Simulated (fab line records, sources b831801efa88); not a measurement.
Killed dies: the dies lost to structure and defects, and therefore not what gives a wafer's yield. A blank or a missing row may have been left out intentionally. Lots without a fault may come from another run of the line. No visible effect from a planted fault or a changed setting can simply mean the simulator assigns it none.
What tool caused it? | flow sfq-line | 7 lots with 21 wafers sampled at 6 steps, on a route of 325 steps

## WHAT EACH GAUGE READ, for each wafer
SFQ_M8_RS_MEAS_949: uses a four-point probe to measure.
lot  | measured     | on            | M8_AU_RS (ohm/sq)
L444 | day 77 23:33 | film-metro-02 | 0.1547 0.1519 0.1524
L446 | day 82 00:18 | film-metro-04 | 0.1540 0.1538 0.1529
L454 | day 91 19:14 | film-metro-02 | 0.1567 0.1514 0.1537
L457 | day 92 08:35 | film-metro-01 | 0.1541 0.1524 0.1543
L461 | day 92 17:00 | film-metro-01 | 0.1538 0.1525 0.1521
L463 | day 92 23:08 | film-metro-04 | 0.1544 0.1541 0.1539
L466 | day 93 05:14 | film-metro-04 | 0.1533 0.1550 0.1534

## EACH LOT AND THE TOOL THAT RAN IT (in order: tool; ch and the chambers of the sampled wafers; start)
lot  | SFQ_TRILAYER_M3_DEP_SPUTTER_073 | SFQ_TRILAYER_I3_CMP_CMP_082   | SFQ_TRILAYER_I3_METRO_MEASURE_083 | SFQ_TRILAYER_I3_VIA_ETCH_VIA_ETCH_088 | SFQ_TRILAYER_R5_DEP_SPUTTER_134
L444 | pvd-sputter-05, day 39 10:32    | cmp-01 ch 0,2, day 45 03:06   | film-metro-02, day 45 05:43       | rie-diel-03 ch 0,3, day 51 02:11      | pvd-sputter-04, day 67 03:10
L446 | pvd-sputter-05, day 39 16:32    | cmp-01 ch 1,2,3, day 45 12:12 | film-metro-04, day 45 15:19       | rie-diel-02 ch 1,3, day 51 16:35      | pvd-sputter-06, day 68 01:13
L454 | pvd-sputter-04, day 43 04:55    | cmp-02 ch 0,1,3, day 49 04:03 | film-metro-04, day 49 07:10       | rie-diel-02 ch 1,2,3, day 54 23:38    | pvd-sputter-04, day 72 12:01
L457 | pvd-sputter-06, day 44 16:55    | cmp-02 ch 0,1,3, day 50 16:03 | film-metro-02, day 50 19:22       | rie-diel-02 ch 0,1,3, day 56 06:10    | pvd-sputter-04, day 72 20:28
L461 | pvd-sputter-05, day 45 11:04    | cmp-02 ch 2,3, day 51 09:41   | film-metro-02, day 51 12:42       | rie-diel-02 ch 1,2, day 57 02:29      | pvd-sputter-06, day 74 01:00
L463 | pvd-sputter-05, day 51 21:06    | cmp-02 ch 1,2, day 52 03:47   | film-metro-02, day 52 07:18       | rie-diel-02 ch 0,1,3, day 57 14:29    | pvd-sputter-06, day 74 10:36
L466 | pvd-sputter-06, day 53 05:55    | cmp-01 ch 1,2, day 53 13:52   | film-metro-03, day 53 16:59       | rie-diel-03 ch 0,2, day 58 19:17      | pvd-sputter-03, day 75 02:40
- SFQ_TRILAYER_M3_DEP_SPUTTER_073: material Nb, target thk 200 nm, time 133.3 s.
- SFQ_TRILAYER_I3_CMP_CMP_082: polishes SiO2.
- SFQ_TRILAYER_I3_METRO_MEASURE_083
- SFQ_TRILAYER_I3_VIA_ETCH_VIA_ETCH_088: etches SiO2 in CHF3, stops on Nb, target depth 260 nm.
- SFQ_TRILAYER_R5_DEP_SPUTTER_134: material Ti, target thk 5 nm, time 5 s.

## THE ANSWER, worked out from the rows above alone
Rule: what is usual is taken from the lots themselves. Put in order of their means at a reading, lots are off if they are a third of the lots or fewer, leave a main group of 4 or more, and stand apart from it by a gap of 3 or more times the standard deviation of the main group's means; of several such gaps the widest counts. A main group whose means are all the same, to the digits that the tables above print for the reading, isn't used. A lot without any number at a reading at which 4 lots or more have one is off too. Any other lot the step has rows for is counted as sound.
Across all readings shown, no lot is off: no conclusion can be drawn from this.

## WHAT THE SIMULATOR HAD INSERTED
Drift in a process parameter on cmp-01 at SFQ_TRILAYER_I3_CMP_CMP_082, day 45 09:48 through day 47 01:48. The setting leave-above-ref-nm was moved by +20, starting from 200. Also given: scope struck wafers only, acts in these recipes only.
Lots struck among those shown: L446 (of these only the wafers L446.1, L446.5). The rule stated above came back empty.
